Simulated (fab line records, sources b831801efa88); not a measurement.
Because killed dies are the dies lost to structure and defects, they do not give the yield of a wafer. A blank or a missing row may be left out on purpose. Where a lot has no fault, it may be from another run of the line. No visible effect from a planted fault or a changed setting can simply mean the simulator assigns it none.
A struck lot beside a sound one || flow sky130 || 35 out of 708 route steps
Sound: wafers L531.2, L531.3, L531.6. Struck: wafer L518.2. (L518.1 of the same lot was not struck and is left out.) The cause comes at the end.
Per side, at each step with rows, come the tool, then ch with its chambers, and then its first start. Under that, the readings that differ: sound wafers || struck wafers || difference of the means || sigmas: that difference in standard deviations of wafers without a fault.
alike: readings with means less than 2 such deviations apart, plus words and numbers identical on both sides. not compared: withheld readings, readings lacking a value on some wafer, bounds such as >300 that could conceal the same value, and numbers that have no deviation in the record and whose values overlap.
A row with sigmas, a row that says differs or no value, or rows on one side alone: a step with any of these is where the two part. Non-overlapping numbers with no deviation appear without sigmas and do not part them. A reading that every wafer of one side lacks parts them only if that side has two wafers or more.

first, 9 steps without rows for these wafers: SKY_METAL2_DEVELOP_14 (develop time 60 s); SKY_METAL2_DESCUM_17 (chemistry O2, time 8 s); SKY_METAL2_ETCH_18 (etches BARC in N2/H2, stops on SiO2, time 45.9 s, target depth 60 nm); SKY_METAL2_METAL_ETCH_19 (etches the open film in Cl2/BCl3, stops on SiO2, target depth 360 nm, time 78 s); SKY_METAL2_STRIP_20 (strips in O2/N2); SKY_METAL2_STRIP_21 (strips in post etch residue remover, time 1200 s); SKY_METAL2_CLEAN_22 (cleans in IPA, time 180 s); SKY_METAL2_CLEAN_23 (cleans in O3/DIW); SKY_VIA2_HDPCVD_00 (deposits SiO2, target thk 1180 nm, time 196.7 s).
SKY_VIA2_CMP_02: polishes SiO2.
  sound on cmp-01 ch 2,3, day 42 06:36; struck on cmp-01 ch 1, day 38 12:30
{"reading": "platen_rpm (rpm)", "sound": "60.03 60.09 60.03", "struck": 59.97, "difference": -0.08, "sigmas": -2}
{"reading": "model.SiO2_of_VIA2_HDPCVD_00.thk_nm (nm)", "sound": "494.8 495.7 496.1", "struck": 544.7, "difference": "+49.2", "sigmas": ""}
  alike: motor_current_A
then, 9 steps without rows for these wafers: SKY_VIA2_DEHYDRATE_04 (time 60 s); SKY_VIA2_HMDS_05 (prime time 60 s); SKY_VIA2_COAT_06 (resist thk 60 nm); SKY_VIA2_COAT_07 (resist thk 450 nm); SKY_VIA2_SOFTBAKE_08 (time 90 s); SKY_VIA2_EXPOSE_09 (exposes mask VIM2, target cd 200 nm); SKY_VIA2_PEB_10; SKY_VIA2_DEVELOP_11 (develop time 60 s); SKY_VIA2_ETCH_14 (etches BARC in N2/H2, stops on SiO2, time 45.9 s, target depth 60 nm).
SKY_VIA2_ETCH_15: etches SiO2 in C4F8/O2/Ar, stops on TiN, target depth 546 nm, time 84 s.
  sound on rie_diel-01 ch 1,2,3, day 43 05:46; struck on rie_diel-01 ch 3, day 39 13:55
{"reading": "oes_product_au (a.u.)", "sound": "0.944 0.938 0.943", "struck": 0.989, "difference": "+0.047", "sigmas": "+10"}
{"reading": "model.VIA2.feature_depth_nm (nm)", "sound": "494.8 495.7 496.1", "struck": 544.7, "difference": "+49.2", "sigmas": ""}
{"reading": "model.etch.depth_nm (nm)", "sound": "494.8 495.7 496.1", "struck": 544.7, "difference": "+49.2", "sigmas": ""}
  not compared: rf_hours_counter_h
then, 13 steps without rows for these wafers: SKY_VIA2_STRIP_16 (strips in O2/N2); SKY_VIA2_STRIP_17 (strips in post etch residue remover, time 1200 s); SKY_VIA2_CLEAN_18 (cleans in IPA, time 180 s); SKY_VIA2_CLEAN_19 (cleans in O3/DIW); SKY_VIA2_SPUTTER_20 (material TiN, target thk 20 nm, time 80 s); SKY_VIA2_CVD_21 (deposits W, target thk 420 nm, time 126.4 s); SKY_VIA2_CMP_24 (polishes, stops on SiO2, t overpolish 20 s, target thk 0 nm); SKY_METAL3_SPUTTER_00 (material Ti, target thk 15 nm, time 10 s); SKY_METAL3_SPUTTER_01 (material TiN, target thk 20 nm, time 16.7 s); SKY_METAL3_SPUTTER_02 (material AlCu, target thk 735 nm, time 39.1 s); SKY_METAL3_SPUTTER_03 (material Ti, target thk 5 nm, time 3.3 s); SKY_METAL3_SPUTTER_04 (material TiN, target thk 70 nm, time 58.3 s); SKY_CAPM_CVD_00 (deposits SiO2, target thk 15.5 nm).
-- the record jumps here: 2 days lie between the struck wafers' starts before and after (it left off in module CAPM and takes up again in module METAL3, whose first step shown is number 532 of the route) --
SKY_METAL3_METAL_ETCH_18: etches the open film in Cl2/BCl3, stops on SiO2, target depth 845 nm, time 183.1 s.
  sound on rie_metal-02 ch 0, day 45 04:35; struck on rie_metal-02 ch 0, day 41 15:26
{"reading": "throttle_valve_pct (%)", "sound": "22.279 22.271 22.272", "struck": 22.252, "difference": -0.022, "sigmas": -2}
{"reading": "model.SiO2_of_VIA2_HDPCVD_00.thk_nm (nm)", "sound": "465.2 466.1 466.3", "struck": 515.3, "difference": "+49.4", "sigmas": ""}
  alike: drypump_motor_current_A, oes_product_au
  not compared: rf_hours_counter_h
-- the record jumps here: 7 days lie between the struck wafers' starts before and after (it left off in module METAL3 and takes up again in module PAD_OPEN, whose first step shown is number 708 of the route) --
SKY_PAD_OPEN_PROBE_99:
  struck on prober-01, day 48 07:17; sound on prober-02, day 51 00:26
  alike: defect_limited_yield, killed_at_M0_to_M3, killed_at_M4_up, killed_at_contacts, killed_at_front_end, killed_dies, killed_open, killed_short, sort_bin_3_pad_short, sort_bin_5_function, sort_bin_6_memory, sort_n_pass, sort_yield_pct

## WHERE THEY PART
Last at SKY_METAL3_METAL_ETCH_18 as far as this record goes, first at SKY_VIA2_CMP_02. Later steps at which nothing parts them and some readings are alike: SKY_PAD_OPEN_PROBE_99.

WHY: whatever the simulator had introduced
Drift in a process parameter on cmp-01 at SKY_VIA2_CMP_02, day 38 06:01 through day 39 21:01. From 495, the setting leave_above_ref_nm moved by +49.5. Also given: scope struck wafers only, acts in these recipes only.
